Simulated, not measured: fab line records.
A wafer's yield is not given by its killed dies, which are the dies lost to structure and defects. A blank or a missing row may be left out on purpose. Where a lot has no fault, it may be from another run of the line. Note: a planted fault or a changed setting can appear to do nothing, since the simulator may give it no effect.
fab line records || flow gf180mcu || part 2 of 2: steps 24 to 33 of 33
record {"lots": 5, "wafers": 15, "last-day": 33}
route steps=602 shown STI@5 DNWELL@32
lots with no fault: from the same line, run without faults
start-h: the number of hours between the record's first day and the start of the first shown wafer of the lot || wait-h: how many hours have passed since the lot's step before this one || " identical to the entry in the row above || L1.1+2: a row that stands for several wafers || - value missing, or start not given || * or withheld: withheld || < > ~ a bound
route shown NAME@n: a module of which the file shows steps, and the number in the route of the first || usual: mean and standard deviation over wafers with no fault || same: alike in all rows || chamber/n: place in a boat || sites: each site's reading || _std_site: how widely they spread, as a standard deviation || _edge_site: the outer-site mean with the inner-site mean subtracted || radius-mm: how far each site lies from the wafer's centre || mask NAME#n: copy n || behind: the tool/chamber that last shaped the wafer || hold: cause of the lot's hold/its duration in hours/its outcome || device: names the non-switching transistor (n, p or np) || end of line: tests run on the same wafers once the route is complete || a step with no rows: only its recipe || killed: count of dies lost to structure and defects at first sort (not the wafer's yield) || map: shows each die of a wafer: x if killed, . if not, _ if none is there
set.NAME: setting as actually run; set.NAME@STEP: the setting as run at that earlier step || model.NAME: the simulator's own value behind a step, which no gauge read
a table for each step, a row for each wafer; lots at some steps of the route
services: from which hour (start-h, from the record's first day; less than 0 if before it) a tool's chamber was out of use, for how many hours, and why
## steps
# step GF_STI_WET_ETCH_27
# recipe {"chemistry": "H3PO4", "target-depth-nm": 160, "target": "Si3N4", "temp-c": 160, "time-s": 1825}
# usual {"temp-c": "159.98/0.13"}
{"lot.wafer": "L077.1", "tool": "wet-bench-03", "chamber": 0, "start-h": 43.98, "wait-h": 0.0, "temp-c": 159.97}
{"lot.wafer": "L077.2", "tool": "wet-bench-03", "chamber": 0, "start-h": 43.98, "wait-h": 0.0, "temp-c": 160.18}
{"lot.wafer": "L077.5", "tool": "wet-bench-03", "chamber": 0, "start-h": 43.98, "wait-h": 0.0, "temp-c": 159.87}
{"lot.wafer": "L080.4", "tool": "wet-bench-04", "chamber": 0, "start-h": 60.16, "wait-h": 0.0, "temp-c": 160.14}
{"lot.wafer": "L080.5", "tool": "wet-bench-04", "chamber": 0, "start-h": 60.16, "wait-h": 0.0, "temp-c": 160.02}
{"lot.wafer": "L080.6", "tool": "wet-bench-04", "chamber": 0, "start-h": 60.16, "wait-h": 0.0, "temp-c": 159.95}
{"lot.wafer": "L082.1", "tool": "wet-bench-04", "chamber": 0, "start-h": 70.41, "wait-h": 0.0, "temp-c": 159.83}
{"lot.wafer": "L082.2", "tool": "wet-bench-04", "chamber": 0, "start-h": 70.41, "wait-h": 0.0, "temp-c": 159.95}
{"lot.wafer": "L082.5", "tool": "wet-bench-04", "chamber": 0, "start-h": 70.41, "wait-h": 0.0, "temp-c": 160.14}
{"lot.wafer": "L086.1", "tool": "wet-bench-02", "chamber": 0, "start-h": 89.61, "wait-h": 0.0, "temp-c": 159.78}
{"lot.wafer": "L086.2", "tool": "wet-bench-02", "chamber": 0, "start-h": 89.61, "wait-h": 0.0, "temp-c": 159.83}
{"lot.wafer": "L086.3", "tool": "wet-bench-02", "chamber": 0, "start-h": 89.61, "wait-h": 0.0, "temp-c": 160.07}
{"lot.wafer": "L092.2", "tool": "wet-bench-02", "chamber": 1, "start-h": 121.49, "wait-h": 0.0, "temp-c": 160.17}
{"lot.wafer": "L092.3", "tool": "wet-bench-02", "chamber": 1, "start-h": 121.49, "wait-h": 0.0, "temp-c": 160.04}
{"lot.wafer": "L092.5", "tool": "wet-bench-02", "chamber": 1, "start-h": 121.49, "wait-h": 0.0, "temp-c": 160.16}
# step GF_STI_WET_ETCH_28
# recipe {"chemistry": "dHF", "target-depth-nm": 20, "dry": "ipa-marangoni", "target": "SiO2", "temp-c": 25, "dilution": "10:1", "time-s": 40}
# usual {"temp-c": "25.00/0.1"}
{"lot.wafer": "L077.1", "tool": "wet-bench-03", "chamber": 2, "start-h": 44.49, "wait-h": 0.0, "temp-c": 24.90}
{"lot.wafer": "L077.2", "tool": "wet-bench-03", "chamber": 2, "start-h": 44.49, "wait-h": 0.0, "temp-c": 24.92}
{"lot.wafer": "L077.5", "tool": "wet-bench-03", "chamber": 2, "start-h": 44.49, "wait-h": 0.0, "temp-c": 24.97}
{"lot.wafer": "L080.4", "tool": "wet-bench-02", "chamber": 1, "start-h": 60.78, "wait-h": 0.0, "temp-c": 24.98}
{"lot.wafer": "L080.5", "tool": "wet-bench-02", "chamber": 1, "start-h": 60.78, "wait-h": 0.0, "temp-c": 25.01}
{"lot.wafer": "L080.6", "tool": "wet-bench-02", "chamber": 1, "start-h": 60.78, "wait-h": 0.0, "temp-c": 24.82}
{"lot.wafer": "L082.1", "tool": "wet-bench-03", "chamber": 1, "start-h": 70.92, "wait-h": 0.0, "temp-c": 24.90}
{"lot.wafer": "L082.2", "tool": "wet-bench-03", "chamber": 1, "start-h": 70.92, "wait-h": 0.0, "temp-c": 24.82}
{"lot.wafer": "L082.5", "tool": "wet-bench-03", "chamber": 1, "start-h": 70.92, "wait-h": 0.0, "temp-c": 25.07}
{"lot.wafer": "L086.1", "tool": "wet-bench-02", "chamber": 2, "start-h": 90.22, "wait-h": 0.1, "temp-c": 24.84}
{"lot.wafer": "L086.2", "tool": "wet-bench-02", "chamber": 2, "start-h": 90.22, "wait-h": 0.1, "temp-c": 25.05}
{"lot.wafer": "L086.3", "tool": "wet-bench-02", "chamber": 2, "start-h": 90.22, "wait-h": 0.1, "temp-c": 24.90}
{"lot.wafer": "L092.2", "tool": "wet-bench-03", "chamber": 0, "start-h": 122.05, "wait-h": 0.0, "temp-c": 24.94}
{"lot.wafer": "L092.3", "tool": "wet-bench-03", "chamber": 0, "start-h": 122.05, "wait-h": 0.0, "temp-c": 25.10}
{"lot.wafer": "L092.5", "tool": "wet-bench-03", "chamber": 0, "start-h": 122.05, "wait-h": 0.0, "temp-c": 25.19}
# step GF_STI_OXIDATION_29
# recipe {"temp-c": 900, "ambient": "O2", "stabilise-s": 600, "purge-s": 300, "target-thk-a": 100, "ox-time-s": 1418}
# usual {"ox-temp-c": "899.9/0.39"}
{"lot.wafer": "L077.1", "tool": "furnace-02", "chamber": 0, "start-h": 44.51, "wait-h": 0.0, "ox-temp-c": 900.0}
{"lot.wafer": "L077.2", "tool": "furnace-02", "chamber": 0, "start-h": 44.51, "wait-h": 0.0, "ox-temp-c": 899.9}
{"lot.wafer": "L077.5", "tool": "furnace-02", "chamber": 0, "start-h": 44.51, "wait-h": 0.0, "ox-temp-c": 900.1}
{"lot.wafer": "L080.4", "tool": "furnace-02", "chamber": 0, "start-h": 61.51, "wait-h": 0.7, "ox-temp-c": 900.0}
{"lot.wafer": "L080.5", "tool": "furnace-02", "chamber": 0, "start-h": 61.51, "wait-h": 0.7, "ox-temp-c": 900.1}
{"lot.wafer": "L080.6", "tool": "furnace-02", "chamber": 0, "start-h": 61.51, "wait-h": 0.7, "ox-temp-c": 899.7}
{"lot.wafer": "L082.1", "tool": "furnace-01", "chamber": 0, "start-h": 70.98, "wait-h": 0.0, "ox-temp-c": 899.7}
{"lot.wafer": "L082.2", "tool": "furnace-01", "chamber": 0, "start-h": 70.98, "wait-h": 0.0, "ox-temp-c": 900.2}
{"lot.wafer": "L082.5", "tool": "furnace-01", "chamber": 0, "start-h": 70.98, "wait-h": 0.0, "ox-temp-c": 899.9}
{"lot.wafer": "L086.1", "tool": "furnace-02", "chamber": 0, "start-h": 90.24, "wait-h": 0.0, "ox-temp-c": 899.4}
{"lot.wafer": "L086.2", "tool": "furnace-02", "chamber": 0, "start-h": 90.24, "wait-h": 0.0, "ox-temp-c": 899.7}
{"lot.wafer": "L086.3", "tool": "furnace-02", "chamber": 0, "start-h": 90.24, "wait-h": 0.0, "ox-temp-c": 900.3}
{"lot.wafer": "L092.2", "tool": "furnace-02", "chamber": 0, "start-h": 122.07, "wait-h": 0.0, "ox-temp-c": 899.5}
{"lot.wafer": "L092.3", "tool": "furnace-02", "chamber": 0, "start-h": 122.07, "wait-h": 0.0, "ox-temp-c": 899.8}
{"lot.wafer": "L092.5", "tool": "furnace-02", "chamber": 0, "start-h": 122.07, "wait-h": 0.0, "ox-temp-c": 899.7}
# step GF_STI_THK_MEAS_30
# recipe {"reads": "SiO2_of_STI_OXIDATION_29"}
# usual {"STI_OXIDATION_02_THK": "10.12/0.18"}
{"lot.wafer": "L077.1", "tool": "film-metro-03", "chamber": "-", "start-h": 45.91, "wait-h": 0.0, "STI_OXIDATION_02_THK[nm]": 9.87}
{"lot.wafer": "L077.2", "tool": "film-metro-03", "chamber": "-", "start-h": 45.91, "wait-h": 0.0, "STI_OXIDATION_02_THK[nm]": 10.20}
{"lot.wafer": "L077.5", "tool": "film-metro-03", "chamber": "-", "start-h": 45.91, "wait-h": 0.0, "STI_OXIDATION_02_THK[nm]": 10.20}
{"lot.wafer": "L080.4", "tool": "film-metro-03", "chamber": "-", "start-h": 62.94, "wait-h": 0.0, "STI_OXIDATION_02_THK[nm]": 10.28}
{"lot.wafer": "L080.5", "tool": "film-metro-03", "chamber": "-", "start-h": 62.94, "wait-h": 0.0, "STI_OXIDATION_02_THK[nm]": 10.24}
{"lot.wafer": "L080.6", "tool": "film-metro-03", "chamber": "-", "start-h": 62.94, "wait-h": 0.0, "STI_OXIDATION_02_THK[nm]": 9.94}
{"lot.wafer": "L082.1", "tool": "film-metro-04", "chamber": "-", "start-h": 72.37, "wait-h": 0.0, "STI_OXIDATION_02_THK[nm]": 10.27}
{"lot.wafer": "L082.2", "tool": "film-metro-04", "chamber": "-", "start-h": 72.37, "wait-h": 0.0, "STI_OXIDATION_02_THK[nm]": 10.30}
{"lot.wafer": "L082.5", "tool": "film-metro-04", "chamber": "-", "start-h": 72.37, "wait-h": 0.0, "STI_OXIDATION_02_THK[nm]": 10.43}
{"lot.wafer": "L086.1", "tool": "film-metro-03", "chamber": "-", "start-h": 91.63, "wait-h": 0.0, "STI_OXIDATION_02_THK[nm]": 10.21}
{"lot.wafer": "L086.2", "tool": "film-metro-03", "chamber": "-", "start-h": 91.63, "wait-h": 0.0, "STI_OXIDATION_02_THK[nm]": 10.00}
{"lot.wafer": "L086.3", "tool": "film-metro-03", "chamber": "-", "start-h": 91.63, "wait-h": 0.0, "STI_OXIDATION_02_THK[nm]": 10.18}
{"lot.wafer": "L092.2", "tool": "film-metro-03", "chamber": "-", "start-h": 123.48, "wait-h": 0.0, "STI_OXIDATION_02_THK[nm]": 9.98}
{"lot.wafer": "L092.3", "tool": "film-metro-03", "chamber": "-", "start-h": 123.48, "wait-h": 0.0, "STI_OXIDATION_02_THK[nm]": 9.77}
{"lot.wafer": "L092.5", "tool": "film-metro-03", "chamber": "-", "start-h": 123.48, "wait-h": 0.0, "STI_OXIDATION_02_THK[nm]": 10.11}
# step GF_DNWELL_DEHYDRATE_00
# recipe {"temp-c": 200, "time-s": 60}
# usual {"resist-line-temp-C": "23.01/0.094"}
{"lot.wafer": "L077.1", "tool": "litho-track-03", "chamber": 0, "start-h": 51.69, "wait-h": 5.8, "resist-line-temp-C": 23.11}
{"lot.wafer": "L077.2", "tool": "litho-track-03", "chamber": 0, "start-h": 51.69, "wait-h": 5.8, "resist-line-temp-C": 23.00}
{"lot.wafer": "L077.5", "tool": "litho-track-03", "chamber": 0, "start-h": 51.69, "wait-h": 5.8, "resist-line-temp-C": 22.80}
{"lot.wafer": "L080.4", "tool": "litho-track-03", "chamber": 0, "start-h": 68.41, "wait-h": 5.5, "resist-line-temp-C": 22.94}
{"lot.wafer": "L080.5", "tool": "litho-track-03", "chamber": 0, "start-h": 68.41, "wait-h": 5.5, "resist-line-temp-C": 22.93}
{"lot.wafer": "L080.6", "tool": "litho-track-03", "chamber": 0, "start-h": 68.41, "wait-h": 5.5, "resist-line-temp-C": 23.00}
{"lot.wafer": "L082.1", "tool": "litho-track-03", "chamber": 0, "start-h": 78.29, "wait-h": 5.9, "resist-line-temp-C": 22.96}
{"lot.wafer": "L082.2", "tool": "litho-track-03", "chamber": 0, "start-h": 78.29, "wait-h": 5.9, "resist-line-temp-C": 23.02}
{"lot.wafer": "L082.5", "tool": "litho-track-03", "chamber": 0, "start-h": 78.29, "wait-h": 5.9, "resist-line-temp-C": 22.87}
{"lot.wafer": "L086.1", "tool": "litho-track-03", "chamber": 0, "start-h": 98.34, "wait-h": 6.7, "resist-line-temp-C": 22.87}
{"lot.wafer": "L086.2", "tool": "litho-track-03", "chamber": 0, "start-h": 98.34, "wait-h": 6.7, "resist-line-temp-C": 22.85}
{"lot.wafer": "L086.3", "tool": "litho-track-03", "chamber": 0, "start-h": 98.34, "wait-h": 6.7, "resist-line-temp-C": 22.93}
{"lot.wafer": "L092.2", "tool": "litho-track-01", "chamber": 0, "start-h": 130.36, "wait-h": 6.9, "resist-line-temp-C": 22.90}
{"lot.wafer": "L092.3", "tool": "litho-track-01", "chamber": 0, "start-h": 130.36, "wait-h": 6.9, "resist-line-temp-C": 22.82}
{"lot.wafer": "L092.5", "tool": "litho-track-01", "chamber": 0, "start-h": 130.36, "wait-h": 6.9, "resist-line-temp-C": 22.87}
# step GF_DNWELL_HMDS_01
# recipe {"prime-time-s": 60, "prime-temp-c": 120}
# usual {"prime-temp-c": "120.03/0.14", "resist-line-temp-C": "23.02/0.12"}
{"lot.wafer": "L077.1", "tool": "litho-track-03", "chamber": 0, "start-h": 51.84, "wait-h": 0.1, "prime-temp-c": 120.06, "resist-line-temp-C": 23.15}
{"lot.wafer": "L077.2", "tool": "litho-track-03", "chamber": 0, "start-h": 51.84, "wait-h": 0.1, "prime-temp-c": 120.14, "resist-line-temp-C": 23.22}
{"lot.wafer": "L077.5", "tool": "litho-track-03", "chamber": 0, "start-h": 51.84, "wait-h": 0.1, "prime-temp-c": 119.77, "resist-line-temp-C": 23.31}
{"lot.wafer": "L080.4", "tool": "litho-track-03", "chamber": 0, "start-h": 68.56, "wait-h": 0.1, "prime-temp-c": 120.00, "resist-line-temp-C": 22.92}
{"lot.wafer": "L080.5", "tool": "litho-track-03", "chamber": 0, "start-h": 68.56, "wait-h": 0.1, "prime-temp-c": 119.94, "resist-line-temp-C": 23.01}
{"lot.wafer": "L080.6", "tool": "litho-track-03", "chamber": 0, "start-h": 68.56, "wait-h": 0.1, "prime-temp-c": 119.92, "resist-line-temp-C": 23.05}
{"lot.wafer": "L082.1", "tool": "litho-track-03", "chamber": 0, "start-h": 78.44, "wait-h": 0.1, "prime-temp-c": 119.99, "resist-line-temp-C": 22.87}
{"lot.wafer": "L082.2", "tool": "litho-track-03", "chamber": 0, "start-h": 78.44, "wait-h": 0.1, "prime-temp-c": 120.01, "resist-line-temp-C": 23.13}
{"lot.wafer": "L082.5", "tool": "litho-track-03", "chamber": 0, "start-h": 78.44, "wait-h": 0.1, "prime-temp-c": 120.09, "resist-line-temp-C": 22.98}
{"lot.wafer": "L086.1", "tool": "litho-track-03", "chamber": 0, "start-h": 98.49, "wait-h": 0.1, "prime-temp-c": 120.04, "resist-line-temp-C": 23.11}
{"lot.wafer": "L086.2", "tool": "litho-track-03", "chamber": 0, "start-h": 98.49, "wait-h": 0.1, "prime-temp-c": 119.62, "resist-line-temp-C": 23.11}
{"lot.wafer": "L086.3", "tool": "litho-track-03", "chamber": 0, "start-h": 98.49, "wait-h": 0.1, "prime-temp-c": 119.90, "resist-line-temp-C": 22.88}
{"lot.wafer": "L092.2", "tool": "litho-track-01", "chamber": 0, "start-h": 130.51, "wait-h": 0.1, "prime-temp-c": 120.08, "resist-line-temp-C": 23.08}
{"lot.wafer": "L092.3", "tool": "litho-track-01", "chamber": 0, "start-h": 130.51, "wait-h": 0.1, "prime-temp-c": 120.04, "resist-line-temp-C": 23.15}
{"lot.wafer": "L092.5", "tool": "litho-track-01", "chamber": 0, "start-h": 130.51, "wait-h": 0.1, "prime-temp-c": 120.14, "resist-line-temp-C": 23.09}
# step GF_DNWELL_COAT_02
# recipe {"spin-rpm": 2000, "resist-thk-nm": 3000}
# usual {"dispense-pressure-kPa": "51.8/1.5", "resist-line-temp-C": "23.01/0.12"}
{"lot.wafer": "L077.1", "tool": "litho-track-03", "chamber": 0, "start-h": 51.99, "wait-h": 0.1, "dispense-pressure-kPa": 51.5, "resist-line-temp-C": 22.89}
{"lot.wafer": "L077.2", "tool": "litho-track-03", "chamber": 0, "start-h": 51.99, "wait-h": 0.1, "dispense-pressure-kPa": 51.5, "resist-line-temp-C": 23.10}
{"lot.wafer": "L077.5", "tool": "litho-track-03", "chamber": 0, "start-h": 51.99, "wait-h": 0.1, "dispense-pressure-kPa": 51.4, "resist-line-temp-C": 22.98}
{"lot.wafer": "L080.4", "tool": "litho-track-03", "chamber": 0, "start-h": 68.71, "wait-h": 0.1, "dispense-pressure-kPa": 51.5, "resist-line-temp-C": 22.90}
{"lot.wafer": "L080.5", "tool": "litho-track-03", "chamber": 0, "start-h": 68.71, "wait-h": 0.1, "dispense-pressure-kPa": 51.5, "resist-line-temp-C": 22.66}
{"lot.wafer": "L080.6", "tool": "litho-track-03", "chamber": 0, "start-h": 68.71, "wait-h": 0.1, "dispense-pressure-kPa": 51.5, "resist-line-temp-C": 22.79}
{"lot.wafer": "L082.1", "tool": "litho-track-03", "chamber": 0, "start-h": 78.59, "wait-h": 0.1, "dispense-pressure-kPa": 51.5, "resist-line-temp-C": 22.91}
{"lot.wafer": "L082.2", "tool": "litho-track-03", "chamber": 0, "start-h": 78.59, "wait-h": 0.1, "dispense-pressure-kPa": 51.5, "resist-line-temp-C": 23.17}
{"lot.wafer": "L082.5", "tool": "litho-track-03", "chamber": 0, "start-h": 78.59, "wait-h": 0.1, "dispense-pressure-kPa": 51.5, "resist-line-temp-C": 23.06}
{"lot.wafer": "L086.1", "tool": "litho-track-03", "chamber": 0, "start-h": 98.64, "wait-h": 0.1, "dispense-pressure-kPa": 51.4, "resist-line-temp-C": 22.77}
{"lot.wafer": "L086.2", "tool": "litho-track-03", "chamber": 0, "start-h": 98.64, "wait-h": 0.1, "dispense-pressure-kPa": 51.4, "resist-line-temp-C": 22.99}
{"lot.wafer": "L086.3", "tool": "litho-track-03", "chamber": 0, "start-h": 98.64, "wait-h": 0.1, "dispense-pressure-kPa": 51.5, "resist-line-temp-C": 22.75}
{"lot.wafer": "L092.2", "tool": "litho-track-01", "chamber": 0, "start-h": 130.66, "wait-h": 0.1, "dispense-pressure-kPa": 55.1, "resist-line-temp-C": 23.14}
{"lot.wafer": "L092.3", "tool": "litho-track-01", "chamber": 0, "start-h": 130.66, "wait-h": 0.1, "dispense-pressure-kPa": 55.1, "resist-line-temp-C": 22.98}
{"lot.wafer": "L092.5", "tool": "litho-track-01", "chamber": 0, "start-h": 130.66, "wait-h": 0.1, "dispense-pressure-kPa": 55.1, "resist-line-temp-C": 22.80}
# step GF_DNWELL_SOFTBAKE_03
# recipe {"temp-c": 110, "time-s": "withheld"}
# usual {"resist-line-temp-C": "22.99/0.11"}
{"lot.wafer": "L077.1", "tool": "litho-track-03", "chamber": 0, "start-h": 52.14, "wait-h": 0.1, "resist-line-temp-C": 23.07}
{"lot.wafer": "L077.2", "tool": "litho-track-03", "chamber": 0, "start-h": 52.14, "wait-h": 0.1, "resist-line-temp-C": 23.23}
{"lot.wafer": "L077.5", "tool": "litho-track-03", "chamber": 0, "start-h": 52.14, "wait-h": 0.1, "resist-line-temp-C": 23.03}
{"lot.wafer": "L080.4", "tool": "litho-track-03", "chamber": 0, "start-h": 68.89, "wait-h": 0.1, "resist-line-temp-C": 23.38}
{"lot.wafer": "L080.5", "tool": "litho-track-03", "chamber": 0, "start-h": 68.89, "wait-h": 0.1, "resist-line-temp-C": 23.32}
{"lot.wafer": "L080.6", "tool": "litho-track-03", "chamber": 0, "start-h": 68.89, "wait-h": 0.1, "resist-line-temp-C": 23.10}
{"lot.wafer": "L082.1", "tool": "litho-track-03", "chamber": 0, "start-h": 78.74, "wait-h": 0.1, "resist-line-temp-C": 23.16}
{"lot.wafer": "L082.2", "tool": "litho-track-03", "chamber": 0, "start-h": 78.74, "wait-h": 0.1, "resist-line-temp-C": 23.30}
{"lot.wafer": "L082.5", "tool": "litho-track-03", "chamber": 0, "start-h": 78.74, "wait-h": 0.1, "resist-line-temp-C": 23.15}
{"lot.wafer": "L086.1", "tool": "litho-track-03", "chamber": 0, "start-h": 98.79, "wait-h": 0.1, "resist-line-temp-C": 22.93}
{"lot.wafer": "L086.2", "tool": "litho-track-03", "chamber": 0, "start-h": 98.79, "wait-h": 0.1, "resist-line-temp-C": 23.01}
{"lot.wafer": "L086.3", "tool": "litho-track-03", "chamber": 0, "start-h": 98.79, "wait-h": 0.1, "resist-line-temp-C": 23.01}
{"lot.wafer": "L092.2", "tool": "litho-track-01", "chamber": 0, "start-h": 130.82, "wait-h": 0.1, "resist-line-temp-C": 22.90}
{"lot.wafer": "L092.3", "tool": "litho-track-01", "chamber": 0, "start-h": 130.82, "wait-h": 0.1, "resist-line-temp-C": 23.01}
{"lot.wafer": "L092.5", "tool": "litho-track-01", "chamber": 0, "start-h": 130.82, "wait-h": 0.1, "resist-line-temp-C": 22.97}
# step GF_DNWELL_EXPOSE_04
# recipe {"mask-id": "DNWELL", "target-cd-nm": 1700, "na": 0.6, "source-shape": "conventional", "sigma-outer": 0.6, "dose-mj": 260}
# usual {"focus-offset-nm": "-0.1/0.5", "stage-vel-mm-s": "499.95/0.24"}
{"lot.wafer": "L077.1", "tool": "iline-stepper-01", "chamber": 0, "start-h": "-", "wait-h": "-", "mask": "DNWELL#0", "focus-offset-nm": -0.1, "stage-vel-mm-s": 500.13}
{"lot.wafer": "L077.2", "tool": "iline-stepper-01", "chamber": 0, "start-h": "-", "wait-h": "-", "mask": "DNWELL#0", "focus-offset-nm": 0.8, "stage-vel-mm-s": 500.00}
{"lot.wafer": "L077.5", "tool": "iline-stepper-01", "chamber": 0, "start-h": "-", "wait-h": "-", "mask": "DNWELL#0", "focus-offset-nm": 0.1, "stage-vel-mm-s": 500.13}
{"lot.wafer": "L080.4", "tool": "iline-stepper-02", "chamber": 0, "start-h": "-", "wait-h": "-", "mask": "DNWELL#0", "focus-offset-nm": -0.6, "stage-vel-mm-s": 500.06}
{"lot.wafer": "L080.5", "tool": "iline-stepper-02", "chamber": 0, "start-h": "-", "wait-h": "-", "mask": "DNWELL#0", "focus-offset-nm": -1.0, "stage-vel-mm-s": 500.00}
{"lot.wafer": "L080.6", "tool": "iline-stepper-02", "chamber": 0, "start-h": "-", "wait-h": "-", "mask": "DNWELL#0", "focus-offset-nm": 0.1, "stage-vel-mm-s": 499.40}
{"lot.wafer": "L082.1", "tool": "iline-stepper-02", "chamber": 0, "start-h": "-", "wait-h": "-", "mask": "DNWELL#0", "focus-offset-nm": 0.0, "stage-vel-mm-s": 500.21}
{"lot.wafer": "L082.2", "tool": "iline-stepper-02", "chamber": 0, "start-h": "-", "wait-h": "-", "mask": "DNWELL#0", "focus-offset-nm": 0.0, "stage-vel-mm-s": 499.88}
{"lot.wafer": "L082.5", "tool": "iline-stepper-02", "chamber": 0, "start-h": "-", "wait-h": "-", "mask": "DNWELL#0", "focus-offset-nm": 0.1, "stage-vel-mm-s": 500.00}
{"lot.wafer": "L086.1", "tool": "iline-stepper-02", "chamber": 0, "start-h": "-", "wait-h": "-", "mask": "DNWELL#0", "focus-offset-nm": -0.2, "stage-vel-mm-s": 499.74}
{"lot.wafer": "L086.2", "tool": "iline-stepper-02", "chamber": 0, "start-h": "-", "wait-h": "-", "mask": "DNWELL#0", "focus-offset-nm": -0.1, "stage-vel-mm-s": 499.69}
{"lot.wafer": "L086.3", "tool": "iline-stepper-02", "chamber": 0, "start-h": "-", "wait-h": "-", "mask": "DNWELL#0", "focus-offset-nm": -0.2, "stage-vel-mm-s": 499.78}
{"lot.wafer": "L092.2", "tool": "iline-stepper-02", "chamber": 0, "start-h": "-", "wait-h": "-", "mask": "DNWELL#0", "focus-offset-nm": -0.2, "stage-vel-mm-s": 500.04}
{"lot.wafer": "L092.3", "tool": "iline-stepper-02", "chamber": 0, "start-h": "-", "wait-h": "-", "mask": "DNWELL#0", "focus-offset-nm": 0.5, "stage-vel-mm-s": 500.32}
{"lot.wafer": "L092.5", "tool": "iline-stepper-02", "chamber": 0, "start-h": "-", "wait-h": "-", "mask": "DNWELL#0", "focus-offset-nm": 0.1, "stage-vel-mm-s": 499.92}
# step GF_DNWELL_PEB_05
# recipe {"temp-c": 115, "time-s": "withheld"}
# usual {"resist-line-temp-C": "22.99/0.11"}
{"lot.wafer": "L077.1", "tool": "litho-track-01", "chamber": 0, "start-h": "-", "wait-h": "-", "resist-line-temp-C": 23.04}
{"lot.wafer": "L077.2", "tool": "litho-track-01", "chamber": 0, "start-h": "-", "wait-h": "-", "resist-line-temp-C": 22.99}
{"lot.wafer": "L077.5", "tool": "litho-track-01", "chamber": 0, "start-h": "-", "wait-h": "-", "resist-line-temp-C": 22.96}
{"lot.wafer": "L080.4", "tool": "litho-track-01", "chamber": 0, "start-h": "-", "wait-h": "-", "resist-line-temp-C": 22.98}
{"lot.wafer": "L080.5", "tool": "litho-track-01", "chamber": 0, "start-h": "-", "wait-h": "-", "resist-line-temp-C": 22.93}
{"lot.wafer": "L080.6", "tool": "litho-track-01", "chamber": 0, "start-h": "-", "wait-h": "-", "resist-line-temp-C": 23.06}
{"lot.wafer": "L082.1", "tool": "litho-track-01", "chamber": 0, "start-h": "-", "wait-h": "-", "resist-line-temp-C": 23.09}
{"lot.wafer": "L082.2", "tool": "litho-track-01", "chamber": 0, "start-h": "-", "wait-h": "-", "resist-line-temp-C": 22.98}
{"lot.wafer": "L082.5", "tool": "litho-track-01", "chamber": 0, "start-h": "-", "wait-h": "-", "resist-line-temp-C": 22.95}
{"lot.wafer": "L086.1", "tool": "litho-track-03", "chamber": 0, "start-h": "-", "wait-h": "-", "resist-line-temp-C": 23.03}
{"lot.wafer": "L086.2", "tool": "litho-track-03", "chamber": 0, "start-h": "-", "wait-h": "-", "resist-line-temp-C": 23.01}
{"lot.wafer": "L086.3", "tool": "litho-track-03", "chamber": 0, "start-h": "-", "wait-h": "-", "resist-line-temp-C": 22.76}
{"lot.wafer": "L092.2", "tool": "litho-track-03", "chamber": 0, "start-h": "-", "wait-h": "-", "resist-line-temp-C": 22.77}
{"lot.wafer": "L092.3", "tool": "litho-track-03", "chamber": 0, "start-h": "-", "wait-h": "-", "resist-line-temp-C": 23.00}
{"lot.wafer": "L092.5", "tool": "litho-track-03", "chamber": 0, "start-h": "-", "wait-h": "-", "resist-line-temp-C": 22.87}
## services
{"tool": "rie-si-02", "chamber": 0, "start-h": 14.40, "hours": 4.6, "kind": "repair"}
{"tool": "iline-stepper-02", "chamber": "-", "start-h": 14.57, "hours": 1.7, "kind": "pm"}
{"tool": "furnace-02", "chamber": "-", "start-h": 31.51, "hours": 4.5, "kind": "pm"}
{"tool": "krf-scanner-01", "chamber": "-", "start-h": 35.32, "hours": 5.5, "kind": "pm"}
{"tool": "rie-si-02", "chamber": 2, "start-h": 37.77, "hours": 1.9, "kind": "repair"}
{"tool": "rie-si-01", "chamber": 1, "start-h": 43.57, "hours": 8.4, "kind": "repair"}
{"tool": "rie-diel-01", "chamber": 3, "start-h": 50.05, "hours": 8.4, "kind": "repair"}
{"tool": "rie-diel-01", "chamber": 0, "start-h": 52.30, "hours": 8.8, "kind": "repair"}
{"tool": "krf-scanner-01", "chamber": "-", "start-h": 53.94, "hours": 7.2, "kind": "pm"}
{"tool": "krf-scanner-01", "chamber": "-", "start-h": 61.14, "hours": 1.0, "kind": "pm"}
{"tool": "cmp-01", "chamber": "-", "start-h": 62.07, "hours": 5.5, "kind": "pm"}
{"tool": "krf-scanner-01", "chamber": "-", "start-h": 64.06, "hours": 4.5, "kind": "repair"}
{"tool": "krf-scanner-01", "chamber": "-", "start-h": 67.21, "hours": 5.6, "kind": "repair"}
{"tool": "cmp-01", "chamber": "-", "start-h": 67.53, "hours": 4.0, "kind": "pm"}
{"tool": "rie-si-01", "chamber": 0, "start-h": 72.49, "hours": 15.6, "kind": "repair"}
{"tool": "krf-scanner-01", "chamber": "-", "start-h": 74.72, "hours": 0.1, "kind": "repair"}
{"tool": "krf-scanner-01", "chamber": "-", "start-h": 87.84, "hours": 1.3, "kind": "pm"}
{"tool": "wet-bench-03", "chamber": "-", "start-h": 89.78, "hours": 0.5, "kind": "repair"}
{"tool": "hdpcvd-02", "chamber": 1, "start-h": 114.88, "hours": 5.0, "kind": "repair"}
{"tool": "krf-scanner-01", "chamber": "-", "start-h": 116.93, "hours": 0.8, "kind": "pm"}
{"tool": "furnace-02", "chamber": "-", "start-h": 126.52, "hours": 3.3, "kind": "pm"}
{"tool": "rie-si-01", "chamber": 3, "start-h": 129.36, "hours": 25.9, "kind": "repair"}
{"tool": "rie-diel-01", "chamber": "-", "start-h": 134.93, "hours": 2.5, "kind": "repair"}
{"tool": "krf-scanner-01", "chamber": "-", "start-h": 136.42, "hours": 0.8, "kind": "pm"}
